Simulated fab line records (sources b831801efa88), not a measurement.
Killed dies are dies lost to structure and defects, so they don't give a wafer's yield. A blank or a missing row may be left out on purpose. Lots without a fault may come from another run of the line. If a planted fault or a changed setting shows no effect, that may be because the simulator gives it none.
fab line records ; flow gf180mcu
[record] lots = 6; wafers = 18; last_day = 34
route steps=602 shown M4@475 V4@476
lots untouched by any fault: they come from a run of this same line in which no faults occurred
start_h: start of the lot's first displayed wafer, in hours after the record's first day ; wait_h: time in hours since the lot's previous step ; " the same as in the row above ; L1.1+2: a single row standing in for several wafers ; - no value, or no start was given ; * or withheld: withheld ; < > ~ a bound
route shown NAME@n: names a module that has steps shown in the file, with the first one's number in the route ; usual: mean/standard deviation of fault-free wafers ; same: alike in all rows ; chamber/n: place in a boat ; sites: the reading at each site ; _std_site: the values' standard deviation ; _edge_site: the outer-site mean with the inner-site mean subtracted ; radius_mm: how far each site lies from the wafer's centre ; mask NAME#n: copy n ; behind: the most recent tool/chamber to have shaped the wafer ; hold: cause of the lot's hold/its duration in hours/its outcome ; device: names the non-switching transistor (n, p or np) ; end of line: the route-end tests of the same wafers ; where a step has no rows: the recipe by itself ; killed: the dies lost at the first sort to structure and to defects; this is not the yield of the wafer ; map: a wafer's dies, x killed, . not, _ none there
set.NAME: the setting as run; set.NAME@STEP: as run at that earlier step ; model.NAME: the simulator's own value behind a step, which no gauge read
lots seen at some steps along the route; tables by step, rows by wafer
services: when a tool's chamber went out of use (start_h, in hours from the record's first day, below 0 if earlier), for how many hours, and the reason
[[steps]]
[step GF_M4_CLEAN_19]
[recipe] chemistry = DIW; dry = n2_spin
[step GF_V4_CVD_00]
[recipe] material = SiO2; target_thk_nm = 600; sigma_open_frac = 0.3; temp_c = 400; time_s = 100; sih4_flow_sccm = 60; pressure_mtorr = 6
[step GF_V4_THK_MEAS_01]
[recipe] reads = SiO2_of_V4_CVD_00
[usual] V4_CVD_00_THK = 598/5
lot.wafer;tool;chamber;start_h;wait_h;V4_CVD_00_THK[nm]
L373.2;film_metro-03;-;599.86;0.0;595
L373.4;film_metro-03;-;599.86;0.0;592
L373.5;film_metro-03;-;599.86;0.0;601
L380.2;film_metro-03;-;650.90;0.1;598
L380.4;film_metro-03;-;650.90;0.1;603
L380.6;film_metro-03;-;650.90;0.1;594
L381.1;film_metro-02;-;661.43;0.0;594
L381.2;film_metro-02;-;661.43;0.0;594
L381.6;film_metro-02;-;661.43;0.0;596
L386.1;film_metro-04;-;682.80;0.0;603
L386.5;film_metro-04;-;682.80;0.0;605
L386.6;film_metro-04;-;682.80;0.0;607
L388.3;film_metro-03;-;700.62;0.1;605
L388.4;film_metro-03;-;700.62;0.1;598
L388.5;film_metro-03;-;700.62;0.1;600
L389.1;film_metro-03;-;712.19;0.0;593
L389.3;film_metro-03;-;712.19;0.0;599
L389.6;film_metro-03;-;712.19;0.0;599
[step GF_V4_CVD_02]
[recipe] material = SiO2; target_thk_nm = 850; precursor = TEOS; temp_c = 400; time_s = 94.851; rf_w = 600
[usual] heater_power_w = 679/91
[same] time_s = 94.851
lot.wafer;tool;chamber;start_h;wait_h;heater_power_w
L373.2;pecvd-03;2;599.91;0.0;883
L373.4;pecvd-03;0;599.91;0.0;619
L373.5;pecvd-03;2;599.91;0.0;695
L380.2;pecvd-04;1;650.95;0.0;578
L380.4;pecvd-04;2;650.95;0.0;554
L380.6;pecvd-04;0;650.95;0.0;537
L381.1;pecvd-03;2;661.49;0.1;807
L381.2;pecvd-03;0;661.49;0.1;675
L381.6;pecvd-03;2;661.49;0.1;854
L386.1;pecvd-02;0;682.86;0.1;669
L386.5;pecvd-02;1;682.86;0.1;723
L386.6;pecvd-02;2;682.86;0.1;548
L388.3;pecvd-02;1;700.66;0.0;743
L388.4;pecvd-02;2;700.66;0.0;647
L388.5;pecvd-02;1;700.66;0.0;602
L389.1;pecvd-03;2;712.25;0.1;861
L389.3;pecvd-03;1;712.25;0.1;777
L389.6;pecvd-03;0;712.25;0.1;539
[step GF_V4_THK_MEAS_03]
[recipe] reads = SiO2_of_V4_CVD_02
[usual] V4_CVD_02_THK = 855/9.4
lot.wafer;tool;chamber;start_h;wait_h;V4_CVD_02_THK[nm]
L373.2;film_metro-04;-;599.99;0.0;837
L373.4;film_metro-04;-;599.99;0.0;853
L373.5;film_metro-04;-;599.99;0.0;857
L380.2;film_metro-04;-;651.02;0.0;858
L380.4;film_metro-04;-;651.02;0.0;862
L380.6;film_metro-04;-;651.02;0.0;851
L381.1;film_metro-04;-;661.56;0.0;843
L381.2;film_metro-04;-;661.56;0.0;841
L381.6;film_metro-04;-;661.56;0.0;863
L386.1;film_metro-02;-;682.93;0.0;863
L386.5;film_metro-02;-;682.93;0.0;859
L386.6;film_metro-02;-;682.93;0.0;869
L388.3;film_metro-04;-;700.75;0.1;840
L388.4;film_metro-04;-;700.75;0.1;864
L388.5;film_metro-04;-;700.75;0.1;842
L389.1;film_metro-03;-;712.32;0.0;854
L389.3;film_metro-03;-;712.32;0.0;845
L389.6;film_metro-03;-;712.32;0.0;864
[step GF_V4_CMP_04]
[recipe] material = SiO2; down_force_psi = 4; platen_rpm = 60; pad_velocity_m_s = 0.94248
[usual] head_pressure_psi = 4.000/0.0083; motor_current_A = 12.0/1.2; time_to_endpoint_s = 83/4.7
lot.wafer;tool;chamber;start_h;wait_h;head_pressure_psi;motor_current_A;time_to_endpoint_s
L373.2;cmp-02;0;600.04;0.0;3.997;12.2;82
L373.4;cmp-02;3;600.04;0.0;3.979;12.7;90
L373.5;cmp-02;1;600.04;0.0;4.000;12.8;87
L380.4;cmp-01;1;651.07;0.0;3.984;11.6;83
L380.2;cmp-01;2;651.07;0.0;3.996;14.5;78
L380.6;cmp-01;1;651.07;0.0;3.981;11.5;81
L381.1;cmp-02;2;661.62;0.1;3.999;10.0;82
L381.2;cmp-02;3;661.62;0.1;3.997;12.3;86
L381.6;cmp-02;3;661.62;0.1;4.004;12.7;92
L386.1;cmp-02;2;683.37;0.4;4.006;9.8;86
L386.6;cmp-02;0;683.37;0.4;3.991;11.8;95
L386.5;cmp-02;1;683.37;0.4;3.995;12.0;85
L388.3;cmp-02;0;700.89;0.1;4.007;12.3;80
L388.4;cmp-02;1;700.89;0.1;3.999;12.1;86
L388.5;cmp-02;3;700.89;0.1;4.009;13.0;84
L389.1;cmp-02;2;712.48;0.1;3.997;10.5;84
L389.3;cmp-02;3;712.48;0.1;4.002;13.5;82
L389.6;cmp-02;1;712.48;0.1;4.000;12.1;86
[step GF_V4_BOW_MEAS_05]
[recipe] mode = bow
[usual] V4_BOW = 133/8.9
lot.wafer;tool;chamber;start_h;wait_h;V4_BOW[um]
L373.2;film_metro-04;-;600.36;0.3;130
L373.4;film_metro-04;-;600.36;0.3;135
L373.5;film_metro-04;-;600.36;0.3;145
L380.2;film_metro-03;-;651.39;0.2;127
L380.4;film_metro-03;-;651.39;0.2;130
L380.6;film_metro-03;-;651.39;0.2;143
L381.1;film_metro-02;-;661.92;0.2;148
L381.2;film_metro-02;-;661.92;0.2;136
L381.6;film_metro-02;-;661.92;0.2;137
L386.1;film_metro-03;-;683.57;0.1;147
L386.5;film_metro-03;-;683.57;0.1;144
L386.6;film_metro-03;-;683.57;0.1;151
L388.3;film_metro-02;-;701.13;0.2;129
L388.4;film_metro-02;-;701.13;0.2;124
L388.5;film_metro-02;-;701.13;0.2;126
L389.1;film_metro-02;-;712.68;0.1;143
L389.3;film_metro-02;-;712.68;0.1;124
L389.6;film_metro-02;-;712.68;0.1;124
[step GF_V4_DEHYDRATE_06]
[recipe] temp_c = 200; time_s = 60
[step GF_V4_HMDS_07]
[recipe] prime_time_s = 60; prime_temp_c = 120
[step GF_V4_COAT_08]
[recipe] resist = BARC; temp_c = withheld; time_s = withheld; spin_rpm = withheld; resist_thk_nm = withheld
[step GF_V4_COAT_09]
[recipe] resist = KrF; spin_rpm = withheld; resist_thk_nm = 1000
[step GF_V4_SOFTBAKE_10]
[recipe] temp_c = 130; time_s = 60; resist = KrF
[step GF_V4_EXPOSE_11]
[recipe] mask_id = Via4; target_cd_nm = 260; na = 0.68; source_shape = conventional; sigma_outer = 0.6; dose_mj = 37.41
[usual] exposure_dose_mJ_cm2 = 38.06/0.13; focus_offset_nm = 0.0/0.45; stage_vel_mm_s = 499.99/0.25
lot.wafer;tool;chamber;start_h;wait_h;mask;exposure_dose_mJ_cm2;focus_offset_nm;stage_vel_mm_s
L373.2;krf_scanner-02;0;610.63;-;Via4#0;38.03;0.2;499.86
L373.4;krf_scanner-02;0;610.63;-;Via4#0;38.00;0.8;500.15
L373.5;krf_scanner-02;0;610.63;-;Via4#0;38.02;0.4;500.10
L380.2;krf_scanner-01;-;661.30;-;Via4#0;-;-;-
L380.4;krf_scanner-01;-;661.30;-;Via4#0;-;-;-
L380.6;krf_scanner-01;-;661.30;-;Via4#0;-;-;-
L381.1;krf_scanner-01;-;671.66;-;Via4#0;-;-;-
L381.2;krf_scanner-01;-;671.66;-;Via4#0;-;-;-
L381.6;krf_scanner-01;-;671.66;-;Via4#0;-;-;-
L386.1;krf_scanner-01;0;693.98;-;Via4#0;38.29;0.1;500.06
L386.5;krf_scanner-01;0;693.98;-;Via4#0;38.26;-0.5;499.80
L386.6;krf_scanner-01;0;693.98;-;Via4#0;38.25;0.2;499.88
L388.3;krf_scanner-02;0;710.34;-;Via4#0;37.94;0.1;500.17
L388.4;krf_scanner-02;0;710.34;-;Via4#0;37.99;0.4;500.33
L388.5;krf_scanner-02;0;710.34;-;Via4#0;38.03;0.0;500.15
L389.1;krf_scanner-02;0;721.60;-;Via4#0;38.00;0.5;499.78
L389.3;krf_scanner-02;0;721.60;-;Via4#0;37.97;-0.1;500.08
L389.6;krf_scanner-02;0;721.60;-;Via4#0;37.97;-0.2;500.11
[step GF_V4_PEB_12]
[recipe] peb_temp_c = 135; peb_time_s = 90; resist = KrF
[[services]]
tool;chamber;start_h;hours;kind
cmp-01;-;576.21;-;consumable_replace:conditioner
cmp-01;-;576.21;-;consumable_replace:pad
krf_scanner-01;-;576.48;12.8;repair
krf_scanner-02;0;584.11;-;calibration
krf_scanner-02;-;589.26;1.3;pm
pecvd-03;1;591.89;5.5;repair
krf_scanner-02;-;625.52;1.0;pm
pecvd-04;-;628.48;14.6;pm
krf_scanner-01;-;647.18;1.5;repair
pecvd-03;-;654.27;0.5;repair
krf_scanner-02;-;658.21;3.6;pm
krf_scanner-01;-;663.87;1.4;repair
krf_scanner-02;-;669.91;0.8;pm
krf_scanner-01;-;678.02;1.3;pm
cmp-01;-;678.34;7.1;pm
krf_scanner-01;0;683.46;-;calibration
krf_scanner-01;-;685.73;0.8;pm
krf_scanner-01;-;689.36;1.0;pm
cmp-02;-;692.12;4.8;pm
pecvd-03;2;699.79;5.3;repair
krf_scanner-01;-;700.16;4.4;pm
cmp-01;-;702.58;1.5;repair
krf_scanner-01;-;717.46;0.3;repair
krf_scanner-01;-;719.90;4.0;pm
[[key]]
[first_sign] step = GF_V4_EXPOSE_11; reading = tool_record; direction = missing
effect none on later readings
met_at GF_V4_EXPOSE_11
struck_wafers L380.2,L380.4,L380.6,L381.1,L381.2,L381.6
later_rows_left_out L380.2,L380.4,L380.6,L381.1,L381.2,L381.6
sort_left_out L380.2,L380.4,L380.6,L381.1,L381.2,L381.6
[fault] kind = skipped_step_whole; tool = krf_scanner-01; chamber = -; onset_h = 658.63; steps = GF_V4_EXPOSE_11; scope = struck_lots_only
// sort_left_out: the simulated sort isn't trusted on such a fault, so these wafers' sort isn't shown, and their yield isn't known
// later_rows_left_out: the simulator's readings of these wafers behind a module that went badly wrong aren't trusted and aren't shown, but for the sort
